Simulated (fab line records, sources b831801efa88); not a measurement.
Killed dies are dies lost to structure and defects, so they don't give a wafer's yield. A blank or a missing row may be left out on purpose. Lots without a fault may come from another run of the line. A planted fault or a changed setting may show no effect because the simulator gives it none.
Problem report in the 8D (eight disciplines) form, filled by code | flow gf180mcu | the parts of the form that need people (team, actions taken, sign-off) are left out

1. THE PROBLEM
V3_W_RS at GF_V3_RS_MEAS_24 reads a mean of 0.235 ohm/sq on 3 wafers of 2 lots; wafers without a fault read 0.329 ohm/sq with a standard deviation of 0.0041. That is -23 standard deviations from the usual mean.
The step: measures by four-point-probe.
First seen on wafer L977.3, day 25 16:08, on film_metro-02. The record holds 33 wafers of 11 lots with a number at this step. Rule for "out", or "out of limits": more than 4 standard deviations from the usual mean. The other wafers with a number count as sound.

2. WHAT IT IS AND WHAT IT IS NOT
question                    | is                           | is not
which readings at this step | V3_W_RS                      | -
which lots                  | L977, L978                   | L969, L970, L971, L972, L974, L981, L988, L989, L992
which wafers of those lots  | L977.3, L978.3, L978.6       | L977.1, L977.5, L978.4
read on which gauges        | film_metro-02, film_metro-04 | film_metro-03
when                        | from day 25 16:08            | up to then (17 sound wafers); but 13 sound wafers of L978, L981, L988, L989, L992 came after

3. SUSPECTS, AND WHAT RULES EACH OUT
Counting: a tool at a process step up to the reading stays a suspect if it ran every lot that is out. Sound lots after the first of them don't rule it out here, since some wafers of a struck lot are sound.
- the gauge at GF_V3_RS_MEAS_24: ruled out. The wafers that are out were read on 2 gauges (film_metro-02, film_metro-04).
- cvd_w-02 at GF_V3_CVD_23 (deposits W, target thk 350 nm, time 104.9 s): kept. It ran every lot that is out, first L977 (day 25 16:01); its last sound lot up to then is L974 (day 24 06:04).
Left after counting: cvd_w-02 at GF_V3_CVD_23.

4. THE CAUSE (what the simulator had put in)
Process parameter drift: cvd_w-02, from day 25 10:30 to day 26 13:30, at GF_V3_CVD_23. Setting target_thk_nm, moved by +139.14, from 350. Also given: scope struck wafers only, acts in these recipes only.
Counting left only this tool.

5. THE CHAIN OF EFFECTS, in route order
Each row: a reading whose mean over the struck wafers that have a number lies more than 3 standard deviations from the usual. Only readings for which the record gives a usual standard deviation are gone through. hours: the time from each lot's start at the first step in this table that gives one to its start at this step, as a median over the lots. sigmas: the change in usual standard deviations.
hours | step              | reading            | usual        | on struck wafers | change | sigmas
0     | GF_V3_RS_MEAS_24  | V3_W_RS            | 0.329 ohm/sq | 0.235            | -0.094 | -23
0     | GF_V3_THK_MEAS_25 | V3_W_THK           | 344 nm       | 480              | +136   | +27
0     | GF_V3_CMP_26      | time_to_endpoint_s | 84 s         | 117              | +33    | +7.1
The process steps in it:
- GF_V3_CMP_26: polishes, stops on SiO2, t overpolish 15 s, target thk 0 nm.

6. WHAT WOULD HAVE CAUGHT IT SOONER
In this record the first reading out of limits at a measuring or inspecting step was taken at day 25 16:08, 6 hours after the fault began at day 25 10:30.
Of the tool readings at GF_V3_CVD_23 for which the record gives a usual standard deviation, none was out on any struck wafer, so an alarm limit of 4 standard deviations on them would not have fired.
Of the lots that are out (2), L978 began GF_V3_CVD_23 on cvd_w-02 after day 25 16:08. A hold on the tool at that time would have spared it.
